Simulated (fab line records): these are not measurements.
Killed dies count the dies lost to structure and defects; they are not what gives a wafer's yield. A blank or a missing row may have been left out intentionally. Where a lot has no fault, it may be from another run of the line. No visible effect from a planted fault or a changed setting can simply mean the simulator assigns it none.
A single fault, viewed from 2 desks | flow gf180mcu | each desk has only its own numbers; what lay behind them comes last

## DESK OF THE TOOL OWNER: cvdW-01
The tool's own readings at GF_V4_CVD_23 (deposits W, target thk 350 nm, time 104.9 s): means of the sampled wafers that have a number, for each lot that ran on this tool. A lot is out of limits, marked OUT, if its mean lies more than 4 standard deviations from the usual mean; the brackets give that distance.
Columns: A = chamberPressureTorr at GF_V4_CVD_23, usual 39.98 Torr; B = heaterPowerW at GF_V4_CVD_23, usual 748 W
lot  | first seen here | A               | B
L472 | day 24 14:11    | 40.01           | 819
L475 | day 25 09:07    | 40.03           | 704
L477 | day 26 00:04    | 39.95           | 696
L478 | day 26 13:17    | 39.95           | 763
L480 | day 27 02:31    | 40.00           | 702
L482 | day 28 03:21    | 38.58 (-18) OUT | 692
L486 | day 28 22:07    | 38.75 (-16) OUT | 702
Finding of this desk: L482, L486 out of limits; the first was L482 at day 28 03:21, on chamberPressureTorr at GF_V4_CVD_23. In limits: L472, L475, L477, L478, L480.

## AT THE METROLOGY DESK
Lot by lot, what the gauges showed, no matter which tool ran the lot: averages of those sampled wafers that carry a number. A lot is out of limits, marked OUT, if its mean lies more than 4 standard deviations from the usual mean; the brackets give that distance.
Columns: A = V4_W_THK at GF_V4_THK_MEAS_25, usual 362 nm
lot  | first seen here | A
L472 | day 24 14:26    | 358
L473 | day 24 16:55    | 358
L475 | day 25 09:20    | 366
L476 | day 25 18:34    | 365
L477 | day 26 00:18    | 373
L478 | day 26 13:31    | 359
L480 | day 27 02:46    | 366
L482 | day 28 03:35    | 356
L486 | day 28 22:20    | 354
L489 | day 29 21:15    | 366
L492 | day 30 13:28    | 354
L493 | day 30 20:13    | 366
L495 | day 31 11:52    | 361
This desk's verdict: no lot among the 13 shows anything out of limits.

## TAKEN TOGETHER
At day 28 03:21, on L482, L486, the tool owner's desk was in a position to raise an alarm.
Metrology desk: nothing out of limits seen.
The metrology desk holds a record of L482, L486, inside its limits.
The lots listed all ran GF_V4_CVD_23 on cvdW-01.

## WHAT WAS PUT IN BY THE SIMULATOR
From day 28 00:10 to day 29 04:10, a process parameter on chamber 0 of cvdW-01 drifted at GF_V4_CVD_23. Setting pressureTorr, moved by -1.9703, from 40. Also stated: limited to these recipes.
Struck lots among those shown: L482, L486.
Time in hours from fault onset to the first out-of-limits reading at each desk: the tool owner's desk, 3.
